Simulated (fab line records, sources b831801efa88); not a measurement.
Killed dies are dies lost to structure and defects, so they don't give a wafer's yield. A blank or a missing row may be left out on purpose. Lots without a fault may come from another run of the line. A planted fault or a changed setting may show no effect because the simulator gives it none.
Chamber matching | flow sky130 | SKY_POLY_GATE_ETCH_15 on rie_diel-01: 4 sister chambers
The step etches BARC in N2/H2, stops on SiO2, time 118.5 s, target depth 110 nm. 7 wafers are shown with their chamber, then 7 later ones without.

WAFERS WITH THEIR CHAMBER
wafer  | chamber | drypump_motor_current_A (A) | throttle_valve_pct (%)
L393.3 | 2       | 5.9                         | 13.200
L398.2 | 1       | 4.6                         | 13.229
L398.6 | 1       | 4.7                         | 13.221
L401.5 | 0       | 5.6                         | 13.214
L401.6 | 3       | 5.4                         | 13.216
L408.3 | 0       | 5.6                         | 13.202
L408.4 | 3       | 5.4                         | 13.214

WAFERS WITHOUT THEIR CHAMBER
wafer  | drypump_motor_current_A (A) | throttle_valve_pct (%)
L408.6 | 5.4                         | 13.204
L410.1 | 5.6                         | 13.193
L410.2 | 5.8                         | 13.206
L410.6 | 5.9                         | 13.212
L411.1 | 4.7                         | 13.226
L411.4 | 5.6                         | 13.210
L411.5 | 5.4                         | 13.227

WHICH CHAMBER EACH WENT THROUGH
wafer  | from the rows above | in truth
L408.6 | 3                   | 3
L410.1 | 0                   | 0
L410.2 | 2                   | 2
L410.6 | 2                   | 2
L411.1 | 1                   | 1
L411.4 | 0                   | 0
L411.5 | 3                   | 3
Placed correctly: 7 of 7. Can't be placed from these rows: 0. Placed wrongly: 0.
How it was worked out, from the rows above alone: a wafer's distance from a chamber is the root of the sum, over the readings, of the square of ((its reading less the chamber's mean) divided by the reading's scatter). The wafer belongs to the nearest chamber; if the next one is less than 2 further off, it can't be placed. A chamber's mean is the mean of its shown wafers. The scatter: the root of (the sum of the squares of (reading less its chamber's mean) over the shown wafers, divided by (wafers less chambers)).
